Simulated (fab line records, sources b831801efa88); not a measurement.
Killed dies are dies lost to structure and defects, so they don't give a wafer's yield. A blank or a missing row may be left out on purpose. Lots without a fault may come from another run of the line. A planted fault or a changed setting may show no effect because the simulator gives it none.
Split-lot experiment | flow gf180mcu | 5 lots, 23 wafers read, on a route of 602 steps

THE SPLIT
At GF_VT_IMPLANT_EXPOSE_04 (exposes mask LVPWELL LV AREA, target cd 600 nm), the setting dose_mj was moved away from the recipe's 140 on 6 of the 23 wafers read, by +3.8% to +4.2%. The other wafers ran this setting at the recipe's value.

FROM THE SPLIT TO THE READING: what the file shows between them, 1 step
- GF_VT_IMPLANT_PEB_05

THE READING
VT_IMPLANT.cd_nm (the simulator's own value, which no gauge read), in nm, at GF_VT_IMPLANT_DEVELOP_06 (develop time 60 s). The file gives no usual value for it. The 17 wafers here that ran the recipe average 604.5 nm, standard deviation 2.4 nm.

wafer  | tool, chamber at the split | dose_mj as run | against the recipe | VT_IMPLANT.cd_nm, nm | against lot-mates on the recipe
L076.1 | iline_stepper-02, 0        | 145.3          | +3.8%              | 617.7                | +9.0
L076.3 | iline_stepper-02, 0        | 140            | recipe             | 608.9                | -
L076.4 | iline_stepper-02, 0        | 145.3          | +3.8%              | 616.7                | +8.0
L076.5 | iline_stepper-02, 0        | 140            | recipe             | 608.8                | -
L076.6 | iline_stepper-02, 0        | 140            | recipe             | 608.5                | -
L077.1 | iline_stepper-01, 0        | 140            | recipe             | 601.9                | -
L077.3 | iline_stepper-01, 0        | 145.3          | +3.8%              | 606.4                | +5.3
L077.4 | iline_stepper-01, 0        | 140            | recipe             | 599                  | -
L077.5 | iline_stepper-01, 0        | 145.3          | +3.8%              | 609.7                | +8.6
L077.6 | iline_stepper-01, 0        | 140            | recipe             | 602.3                | -
L079.1 | iline_stepper-01, 0        | 140            | recipe             | 604.4                | -
L079.2 | iline_stepper-01, 0        | 140            | recipe             | 604.2                | -
L079.3 | iline_stepper-01, 0        | 145.9          | +4.2%              | 616                  | +11.4
L079.4 | iline_stepper-01, 0        | 145.9          | +4.2%              | 614.7                | +10.1
L079.5 | iline_stepper-01, 0        | 140            | recipe             | 605.2                | -
L080.1 | iline_stepper-02, 0        | 140            | recipe             | 603.8                | -
L080.4 | iline_stepper-02, 0        | 140            | recipe             | 603.8                | -
L080.2 | iline_stepper-02, 0        | 140            | recipe             | 604.5                | -
L080.5 | iline_stepper-02, 0        | 140            | recipe             | 603.4                | -
L080.6 | iline_stepper-02, 0        | 140            | recipe             | 604.7                | -
L082.2 | iline_stepper-01, 0        | 140            | recipe             | 604                  | -
L082.5 | iline_stepper-01, 0        | 140            | recipe             | 605.5                | -
L082.6 | iline_stepper-01, 0        | 140            | recipe             | 603.9                | -

THE FIT
A straight line over all 23 wafers: VT_IMPLANT.cd_nm changes by +2.31 nm for each +1% of dose_mj; r = +0.81; the points scatter about the line by 3 nm.
The same after taking each lot's own level away (the mean of its wafers on the recipe; 23 wafers): +2.24 nm for each +1%; r = +0.97; scatter 1.1 nm.
On that fit, the largest move of dose_mj shifts the reading by 9.4 nm.
The lots' own levels span 601.07 to 608.73 nm, that is 3.2 times the standard deviation above.
So the lot-to-lot level changes the slope little: the two slopes agree.
Check: with one of the wafers moved furthest among these (+4.2%) left out of the fit, the line predicts +8.96 nm for it against its lot-mates. It came out at +11.4 nm against them.

OTHER SPLITS ON THESE WAFERS
These wafers also went through other splits before the reading. Each is held against what the fit with the lots' levels taken away leaves over:
other split on the same wafers | wafers away from the commonest value | r with VT_IMPLANT.cd_nm (lot level and that fit taken away)
GF_STI_COAT_07 resist_thk_nm   | 11                                   | -0.36
GF_STI_ETCH_14 time_s          | 7                                    | -0.10
GF_STI_CVD_23 sih4_flow_sccm   | 10                                   | +0.19
GF_DNWELL_SOFTBAKE_03 temp_c   | 7                                    | -0.02
GF_NWELL_SOFTBAKE_03 temp_c    | 9                                    | -0.42
GF_NWELL_IMPLANT_09 dose_cm2   | 8                                    | -0.18
GF_MVPSD_IMPLANT_09 dose_cm2   | 10                                   | +0.36

THE FILE'S OWN FIT
VT_IMPLANT.cd_nm changes by +2.24 nm for each +1% of dose_mj, r = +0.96.
